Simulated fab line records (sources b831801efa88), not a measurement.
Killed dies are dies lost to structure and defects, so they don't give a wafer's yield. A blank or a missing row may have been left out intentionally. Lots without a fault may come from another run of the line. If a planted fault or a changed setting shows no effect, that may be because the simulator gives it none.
fab line records	flow sky130
record: lots: 6	wafers: 18	last-day: 50
route steps=708 shown CAPM@545 METAL3@555 PAD_OPEN@708
lots with no fault: from the same line, run without faults
start-h: the number of hours between the record's first day and the start of the first shown wafer of the lot	wait-h: hours since the lot's step before	" unchanged from the row above	L1.1+2: one row covering several wafers at once	- no value present, or no start provided	* or withheld: withheld	< > ~ a bound
route shown NAME@n: NAME is a module with steps in the file, n the number in the route of the first one	usual: mean/standard deviation of fault-free wafers	same: alike in all rows	chamber/n: place in a boat	sites: each site's reading	_std_site: their standard deviation	_edge_site: outer sites' mean less inner sites'	radius-mm: for every site, how far away it sits from the centre of the wafer	mask NAME#n: copy n	behind: the last tool/chamber to shape the wafer	hold: cause of the lot's hold/its duration in hours/its outcome	device: whichever transistor did not switch (one of n, p or np)	end of line: tests of these same wafers at the route's end	where a step has no rows: the recipe by itself	killed: dies that structure and defects cost at the first sort, which is not the same as the wafer's yield	map: a wafer's dies, marking killed ones x, the rest . and places with no die _
set.NAME: the setting that was run; set.NAME@STEP: the one run at that earlier step	model.NAME: the simulator's own value behind a step, which no gauge read
lots seen at some steps along the route; tables by step, rows by wafer
services: a tool's chamber out of use, with start hour (start-h, from the record's first day; less than 0 if before it), hours out, and reason
== steps ==
step: SKY_CAPM_SOFTBAKE_08
recipe: temp-c: 90	time-s: 60	resist: NOVOLAK
step: SKY_CAPM_EXPOSE_09
recipe: mask-id: CAPM	na: 0.6	source-shape: conventional	sigma-outer: 0.6	polarization: unpolarized	target-cd-nm: 1000	dose-mj: 159
step: SKY_CAPM_PEB_10
recipe: temp-c: withheld	time-s: *	resist: NOVOLAK
step: SKY_CAPM_DEVELOP_11
recipe: resist: NOVOLAK	developer: TMAH	develop-time-s: 60	dev-temp-c: 23
step: SKY_CAPM_OVL_MEAS_12
usual: CAPM_OVL: 0.3/1.3
lot.wafer	tool	chamber	start-h	wait-h	CAPM_OVL[nm]
L908.2	overlay-02	-	916.91	0.1	-0.2
L908.5	"	-	"	"	0.4
L908.6	"	-	"	"	0.1
L912.1	overlay-02	-	941.94	0.1	0.5
L912.3	"	-	"	"	1.1
L912.4	"	-	"	"	-2.1
L916.3	overlay-02	-	976.17	0.1	0.3
L916.4	"	-	"	"	-0.9
L916.6	"	-	"	"	1.0
L920.1	overlay-02	-	998.24	0.1	0.4
L920.5	"	-	"	"	-0.9
L920.6	"	-	"	"	-0.9
L923.3	overlay-01	-	1014.75	0.1	-1.9
L923.5	"	-	"	"	-0.3
L923.6	"	-	"	"	1.9
L926.2	overlay-02	-	1033.28	0.1	-1.0
L926.4	"	-	"	"	-2.0
L926.5	"	-	"	"	-0.7
step: SKY_CAPM_METAL_ETCH_13
recipe: target-depth-nm: 220	stop-on: SiO2	chemistry: Cl2/BCl3	target: TiN	pressure-mtorr: 10	icp-w: 923.7	bias-w: 48.5	Cl2_flow_sccm: 60	bcl3-flow-sccm: 30	time-s: 62.9
usual: drypump-motor-current-A: 5.9/0.46	oes-product-au: 0.942/0.0074	throttle-valve-pct: 21.901/0.01
lot.wafer	tool	chamber	start-h	wait-h	drypump-motor-current-A	oes-product-au	rf-hours-counter-h	throttle-valve-pct
L908.2	rie-metal-01	0	916.94	0.0	6.1	0.932	10	21.923
L908.5	"	0	"	"	6.2	0.936	-	21.900
L908.6	"	1	"	"	6.5	0.934	-	21.902
L912.1	rie-metal-04	0	941.97	0.0	5.5	0.948	2	21.912
L912.3	"	1	"	"	6.4	0.927	-	21.915
L912.4	"	0	"	"	5.5	0.938	-	21.907
L916.3	rie-metal-04	1	976.22	0.0	6.4	0.936	-	21.906
L916.4	"	0	"	"	5.5	0.928	-	21.903
L916.6	"	1	"	"	6.4	0.945	-	21.903
L920.1	rie-metal-04	0	998.27	0.0	5.5	0.959	4	21.894
L920.5	"	1	"	"	6.4	0.946	-	21.884
L920.6	"	0	"	"	5.5	0.949	-	21.904
L923.3	rie-metal-04	0	1014.80	0.0	5.6	0.938	-	21.890
L923.5	"	0	"	"	5.5	0.954	-	21.891
L923.6	"	1	"	"	6.4	0.947	-	21.903
L926.2	rie-metal-01	0	1033.31	0.0	6.1	0.951	17	21.892
L926.4	"	1	"	"	6.5	0.950	-	21.892
L926.5	"	1	"	"	6.5	0.941	-	21.894
step: SKY_CAPM_STRIP_14
recipe: chemistry: O2/N2	power-w: 1400	pressure-mtorr: 1500	platen-temp-c: withheld	o2-flow-sccm: 3000	n2-flow-sccm: 300	overash-fraction: 0.5
usual: drypump-motor-current-A: 5.5/0.31	oes-product-au: 0.710/0.0047	strip-time-to-endpoint-s: 12.63/0.065
lot.wafer	tool	chamber	start-h	wait-h	drypump-motor-current-A	oes-product-au	rf-hours-counter-h	strip-time-to-endpoint-s
L908.2	plasma-asher-01	0	917.02	0.1	5.7	0.716	49	12.68
L908.5	"	0	"	"	5.7	0.713	-	12.58
L908.6	"	1	"	"	5.7	0.707	-	12.64
L912.1	plasma-asher-03	0	942.05	0.1	5.1	0.704	116	12.53
L912.3	"	0	"	"	5.1	0.710	-	12.52
L912.4	"	1	"	"	5.9	0.704	-	12.57
L916.3	plasma-asher-02	0	976.30	0.1	5.7	0.712	-	12.53
L916.4	"	1	"	"	5.2	0.705	-	12.62
L916.6	"	1	"	"	5.3	0.708	-	12.58
L920.1	plasma-asher-01	0	998.35	0.1	5.7	0.706	57	12.63
L920.5	"	1	"	"	5.6	0.705	-	12.62
L920.6	"	0	"	"	5.7	0.711	-	12.58
L923.3	plasma-asher-01	0	1014.88	0.1	5.7	0.710	-	12.57
L923.5	"	0	"	"	5.7	0.721	-	12.59
L923.6	"	1	"	"	5.6	0.710	-	12.52
L926.2	plasma-asher-02	0	1033.38	0.1	5.7	0.700	91	12.65
L926.4	"	1	"	"	5.3	0.712	-	12.61
L926.5	"	1	"	"	5.2	0.713	-	12.68
step: SKY_CAPM_STRIP_15
recipe: chemistry: post-etch-residue-remover	time-s: 1200	temp-c: 72.5
step: SKY_CAPM_CLEAN_16
recipe: chemistry: IPA	time-s: 180	temp-c: 25
step: SKY_CAPM_CLEAN_17
recipe: chemistry: O3/DIW	dry: n2-spin
step: SKY_METAL3_DEHYDRATE_05
recipe: temp-c: 200	time-s: 60
step: SKY_METAL3_HMDS_06
recipe: prime-time-s: 60	prime-temp-c: 120
step: SKY_METAL3_COAT_07
recipe: resist: BARC	temp-c: withheld	time-s: withheld	spin-rpm: 3000	resist-thk-nm: 60
lot.wafer	tool	chamber	start-h	wait-h
L908.2+5+6	litho-track-04	0	929.04	0.1
L912.1+3+4	litho-track-04	0	954.17	0.1
L916.3+4+6	litho-track-04	0	987.97	0.1
L920.1+5+6	litho-track-04	0	1010.32	0.1
L923.3+5+6	litho-track-03	0	1025.86	0.1
L926.2+4+5	litho-track-02	0	1044.90	0.1
step: SKY_METAL3_COAT_08
recipe: resist: KrF-thick	spin-rpm: 3000	resist-thk-nm: 1140
step: SKY_METAL3_SOFTBAKE_09
recipe: temp-c: 100	time-s: 90	resist: KrF-thick
step: SKY_METAL3_EXPOSE_10
recipe: mask-id: MM3	na: 0.68	source-shape: annular	sigma-inner: 0.4	sigma-outer: 0.8	target-cd-nm: 300	dose-mj: 28
step: SKY_METAL3_PEB_11
recipe: peb-temp-c: withheld	peb-time-s: withheld	resist: KrF-thick
step: SKY_METAL3_DEVELOP_12
recipe: develop-time-s: 60	resist: KrF-thick	dev-temp-c: 21
step: SKY_METAL3_CD_MEAS_13
recipe: target-cd-nm: 300
usual: cd-nm: 299.9/1.7
lot.wafer	tool	chamber	start-h	wait-h	cd-nm
L908.2	cd-sem-01	-	941.64	-	300.6
L908.5	"	-	"	"	302.0
L908.6	"	-	"	"	300.4
L912.1	cd-sem-01	-	966.67	-	299.5
L912.3	"	-	"	"	298.8
L912.4	"	-	"	"	301.4
L916.3	cd-sem-02	-	1000.26	-	297.3
L916.4	"	-	"	"	297.7
L916.6	"	-	"	"	298.7
L920.1	cd-sem-02	-	1022.07	-	298.8
L920.5	"	-	"	"	299.2
L920.6	"	-	"	"	299.4
L923.3	cd-sem-01	-	1037.71	-	300.1
L923.5	"	-	"	"	301.6
L923.6	"	-	"	"	300.3
L926.2	cd-sem-01	-	1056.49	-	299.0
L926.4	"	-	"	"	298.5
L926.5	"	-	"	"	300.0
step: SKY_METAL3_OVL_MEAS_14
usual: METAL3_OVL: 1/5.2
lot.wafer	tool	chamber	start-h	wait-h	METAL3_OVL[nm]
L908.2	overlay-02	-	941.75	0.1	6
L908.5	"	-	"	"	0
L908.6	"	-	"	"	10
L912.1	overlay-02	-	966.79	0.1	0
L912.3	"	-	"	"	7
L912.4	"	-	"	"	0
L916.3	overlay-02	-	1000.36	0.1	5
L916.4	"	-	"	"	5
L916.6	"	-	"	"	4
L920.1	overlay-01	-	1022.19	0.1	-7
L920.5	"	-	"	"	-3
L920.6	"	-	"	"	-8
L923.3	overlay-02	-	1037.80	0.1	-5
L923.5	"	-	"	"	-2
L923.6	"	-	"	"	-1
L926.2	overlay-02	-	1056.60	0.1	-4
L926.4	"	-	"	"	-2
L926.5	"	-	"	"	-4
step: SKY_METAL3_DESCUM_15
recipe: chemistry: O2	source-power-w: 150	bias-power-w: 0	pressure-mtorr: 10	temp-c: 40	time-s: 8
usual: drypump-motor-current-A: 6.0/0.39	oes-product-au: 1.007/0.018
lot.wafer	tool	chamber	start-h	wait-h	drypump-motor-current-A	oes-product-au	rf-hours-counter-h
L908.2	rie-metal-03	0	941.78	0.0	5.6	1.000	10
L908.5	"	1	"	"	6.2	0.999	-
L908.6	"	0	"	"	5.5	0.995	-
L912.1	rie-metal-01	0	966.83	0.0	6.1	0.991	13
L912.3	"	1	"	"	6.5	0.987	-
L912.4	"	0	"	"	6.1	0.988	-
L916.3	rie-metal-04	0	1000.39	0.0	5.5	1.023	-
L916.4	"	1	"	"	6.4	1.031	-
L916.6	"	1	"	"	6.4	1.024	-
L920.1	rie-metal-03	0	1022.23	0.0	5.5	0.985	15
L920.5	"	0	"	"	5.6	0.998	-
L920.6	"	1	"	"	6.2	0.993	-
L923.3	rie-metal-04	1	1037.84	0.0	6.4	1.027	-
L923.5	"	0	"	"	5.5	1.021	-
L923.6	"	1	"	"	6.4	1.031	-
L926.2	rie-metal-04	0	1056.63	0.0	5.5	1.008	9
L926.4	"	0	"	"	5.5	1.017	-
L926.5	"	1	"	"	6.4	1.025	-
step: SKY_METAL3_ETCH_16
recipe: chemistry: N2/H2	target: BARC	ion-energy-ev: 200	bias-w: 100	pressure-mtorr: 30	n2-flow-sccm: 100	h2-flow-sccm: 200	icp-w: 500	stop-on: SiO2	time-s: 88.2	target-depth-a: 600
usual: drypump-motor-current-A: 6.0/0.39	oes-product-au: 0.626/0.0047	throttle-valve-pct: 13.205/0.0087
lot.wafer	tool	chamber	start-h	wait-h	drypump-motor-current-A	oes-product-au	rf-hours-counter-h	throttle-valve-pct	model.etch.depth-nm
L908.2	rie-metal-03	0	941.81	0.0	5.5	0.626	10	13.189	59.9
L908.5	"	1	"	"	6.2	0.631	-	13.204	59.8
L908.6	"	0	"	"	5.6	0.615	-	13.207	59.83
L912.1	rie-metal-01	0	966.86	0.0	6.2	0.615	13	13.208	59.89
L912.3	"	1	"	"	6.5	0.629	-	13.218	59.79
L912.4	"	0	"	"	6.1	0.622	-	13.222	59.83
L916.3	rie-metal-04	0	1000.44	0.0	5.5	0.626	-	13.209	61.27
L916.4	"	1	"	"	6.4	0.643	-	13.224	61.39
L916.6	"	1	"	"	6.4	0.626	-	13.210	61.19
L920.1	rie-metal-03	0	1022.26	0.0	5.6	0.634	15	13.206	61.06
L920.5	"	0	"	"	5.6	0.634	-	13.196	61.15
L920.6	"	1	"	"	6.2	0.629	-	13.196	60.99
L923.3	rie-metal-04	1	1037.89	0.0	6.4	0.628	-	13.204	60.14
L923.5	"	0	"	"	5.5	0.623	-	13.202	60.08
L923.6	"	1	"	"	6.4	0.630	-	13.187	60.2
L926.2	rie-metal-04	0	1056.66	0.0	5.5	0.626	9	13.210	60.18
L926.4	"	0	"	"	5.5	0.639	-	13.195	60.29
L926.5	"	1	"	"	6.4	0.632	-	13.210	60.29
step: SKY_METAL3_ETCH_17
recipe: target: SiO2	stop-on: TiN	chemistry: C4F8/O2/Ar	source-w: 1500	bias-w: 1200	pressure-mtorr: 40	c4f8-flow-sccm: withheld	O2_flow_sccm: 6	Ar_flow_sccm: 300	time-s: 3.9	target-depth-a: 150
usual: oes-product-au: 0.742/0.0068
lot.wafer	tool	chamber	start-h	wait-h	oes-product-au	rf-hours-counter-h
L908.2	rie-diel-01	1	941.91	0.1	0.739	7
L908.5	"	3	"	"	0.752	-
L908.6	"	2	"	"	0.758	-
L912.1	rie-diel-03	1	966.96	0.1	0.738	6
L912.3	"	3	"	"	0.741	15
L912.4	"	0	"	"	0.740	9
L916.3	rie-diel-04	2	1000.51	0.0	0.745	17
L916.4	"	3	"	"	0.748	12
L916.6	"	3	"	"	0.744	-
L920.1	rie-diel-01	1	1022.36	0.1	0.733	9
L920.5	"	2	"	"	0.737	-
L920.6	"	1	"	"	0.740	-
L923.3	rie-diel-01	0	1037.96	0.0	0.734	9
L923.5	"	0	"	"	0.745	-
L923.6	"	1	"	"	0.757	-
L926.2	rie-diel-03	1	1056.76	0.1	0.745	9
L926.4	"	0	"	"	0.745	12
L926.5	"	0	"	"	0.744	-
step: SKY_PAD_OPEN_PROBE_99
usual: defect-limited-yield: 82.2/2.2	killed_at_M0_to_M3: 45/7.1	killed_at_M4_up: 3.0/1.8	killed-at-contacts: 24/5.4	killed-at-front-end: 16/4.9	killed-at-other: 0.3/0.63	killed-dies: 88/11	killed-open: 47/7.4	killed-short: 40/7	sort_bin_3_pad_short: 1.0/0.43	sort_bin_5_function: 10.6/1.7	sort_bin_6_memory: 6.3/1.1	sort-n-pass: 404/11	sort-yield-pct: 82.2/2.2
same: gross-dies: 492	killed-at-back-side: 0	sort_bin_4_leakage[%]: 0	sort_bin_8_speed[%]: 0
lot.wafer	tool	chamber	start-h	wait-h	defect-limited-yield[%]	killed_at_M0_to_M3	killed_at_M4_up	killed-at-contacts	killed-at-front-end	killed-at-other	killed-dies	killed-open	killed-short	sort_bin_3_pad_short[%]	sort_bin_5_function[%]	sort_bin_6_memory[%]	sort-n-pass	sort-yield-pct[%]
L908.2	prober-02	-	1107.29	0.1	83.5	37	4	24	16	0	81	44	37	0.6	10.0	5.9	411	83.5
L908.5	prober-02	-	1107.44	0.2	83.5	40	2	21	16	2	81	43	38	1.0	10.0	5.5	411	83.5
L908.6	prober-02	-	1107.49	0.2	84.1	36	3	21	18	0	78	37	41	1.2	9.6	5.1	414	84.1
L916.3	prober-02	-	1155.10	0.2	84.1	43	3	18	14	0	78	47	31	0.8	9.8	5.3	414	84.1
L916.4	prober-02	-	1155.15	0.2	85.4	30	2	19	20	1	72	32	40	1.6	7.5	5.5	420	85.4
L916.6	prober-02	-	1155.25	0.2	81.9	57	0	15	17	0	89	38	51	1.6	10.6	5.9	403	81.9
L923.3	prober-01	-	1184.79	0.2	81.7	48	3	31	8	0	90	46	44	1.0	9.8	7.5	402	81.7
L923.5	prober-01	-	1184.89	0.2	85.6	37	2	20	11	1	71	37	34	1.0	7.9	5.5	421	85.6
L923.6	prober-01	-	1184.94	0.2	82.3	49	2	25	10	1	87	46	41	0.6	9.1	7.9	405	82.3
killed by level:class
L908.2 CONTACT:geometric-particle:open=10 METAL2:geometric-particle:short=10 VIA1:geometric-particle:short=6 LI_CONTACT:geometric-particle:open=6 VIA1:geometric-particle:open=6 LI_CONTACT:geometric-particle:short=5 VIA3:geometric-particle:open=5 POLY_GATE:geometric-particle:open=4
L908.5 VIA1:geometric-particle:open=11 CONTACT:geometric-particle:open=8 METAL1:geometric-particle:short=6 LOCAL_INTERCONNECT:geometric-particle:short=4 CONTACT:geometric-particle:short=4 VIA3:geometric-particle:short=4 VIA3:geometric-particle:open=4 FIELD_ISO:geometric-particle:short=3
L908.6 LI_CONTACT:geometric-particle:open=6 METAL2:geometric-particle:short=6 FIELD_ISO:geometric-particle:short=5 POLY_GATE:geometric-particle:open=5 LOCAL_INTERCONNECT:geometric-particle:short=5 CONTACT:geometric-particle:open=5 METAL1:geometric-particle:short=5 VIA3:geometric-particle:open=5
L916.3 VIA1:geometric-particle:open=11 METAL1:geometric-particle:short=8 POLY_GATE:geometric-particle:open=7 CONTACT:geometric-particle:open=7 METAL2:geometric-particle:short=6 VIA2:geometric-particle:open=5 LOCAL_INTERCONNECT:geometric-particle:short=4 METAL1:geometric-particle:open=4
L916.4 CONTACT:geometric-particle:open=8 POLY_GATE:geometric-particle:short=6 METAL1:geometric-particle:short=6 FIELD_ISO:geometric-particle:open=5 FIELD_ISO:geometric-particle:short=5 VIA3:geometric-particle:short=5 METAL2:geometric-particle:short=5 VIA2:geometric-particle:open=5
L916.6 VIA1:geometric-particle:open=13 METAL1:geometric-particle:short=9 METAL2:geometric-particle:short=8 VIA1:geometric-particle:short=6 POLY_GATE:geometric-particle:short=5 LI_CONTACT:geometric-particle:short=5 VIA2:geometric-particle:open=5 FIELD_ISO:geometric-particle:open=4
L923.3 CONTACT:geometric-particle:open=13 VIA2:geometric-particle:open=8 METAL2:geometric-particle:short=7 LI_CONTACT:geometric-particle:short=6 METAL1:geometric-particle:short=6 VIA3:geometric-particle:open=6 LI_CONTACT:geometric-particle:open=5 VIA1:geometric-particle:open=5
L923.5 VIA2:geometric-particle:open=9 CONTACT:geometric-particle:open=7 VIA3:geometric-particle:open=7 CONTACT:geometric-particle:short=6 LI_CONTACT:geometric-particle:open=5 POLY_GATE:geometric-particle:short=4 METAL3:geometric-particle:short=4 METAL1:geometric-particle:short=4
L923.6 VIA2:geometric-particle:open=10 VIA3:geometric-particle:open=10 CONTACT:geometric-particle:open=8 METAL1:geometric-particle:short=7 LI_CONTACT:geometric-particle:open=6 LOCAL_INTERCONNECT:geometric-particle:short=6 METAL2:geometric-particle:short=6 VIA1:geometric-particle:open=5
== services ==
tool	chamber	start-h	hours	kind
rie-diel-03	2	893.32	25.9	repair
rie-metal-03	0	899.86	1.0	repair
rie-diel-01	1	901.97	11.0	repair
plasma-asher-03	-	910.96	3.8	repair
plasma-asher-01	-	921.40	2.8	pm
rie-diel-04	-	947.63	0.3	repair
rie-diel-01	2	996.62	12.7	repair
plasma-asher-02	-	997.67	5.9	repair
plasma-asher-01	-	1001.45	5.4	repair
rie-metal-01	1	1009.97	11.8	repair
rie-metal-03	-	1037.41	2.4	repair
plasma-asher-01	-	1038.69	1.6	repair
plasma-asher-03	-	1055.25	9.0	pm
plasma-asher-03	0	1055.25	9.0	vent-cycle
plasma-asher-03	1	1055.25	9.0	vent-cycle
== key ==
first-sign none at tools or gauges
model-effect: step: SKY_METAL3_ETCH_16	value: etch.depth-nm	without: 60.05	struck: 61.18
met-at SKY_METAL3_COAT_07
struck-wafers L916.3,L916.4,L916.6,L920.1,L920.5,L920.6
onset-between 954.17 987.97
fault: kind: process-parameter-drift	tool: litho-track-04	chamber: -	onset-h: 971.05	steps: SKY_METAL3_COAT_07	channel: resist-thk-nm	offset: 1.1231	shape: step	end-h: 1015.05	acts-in: these-recipes-only	stated: 60
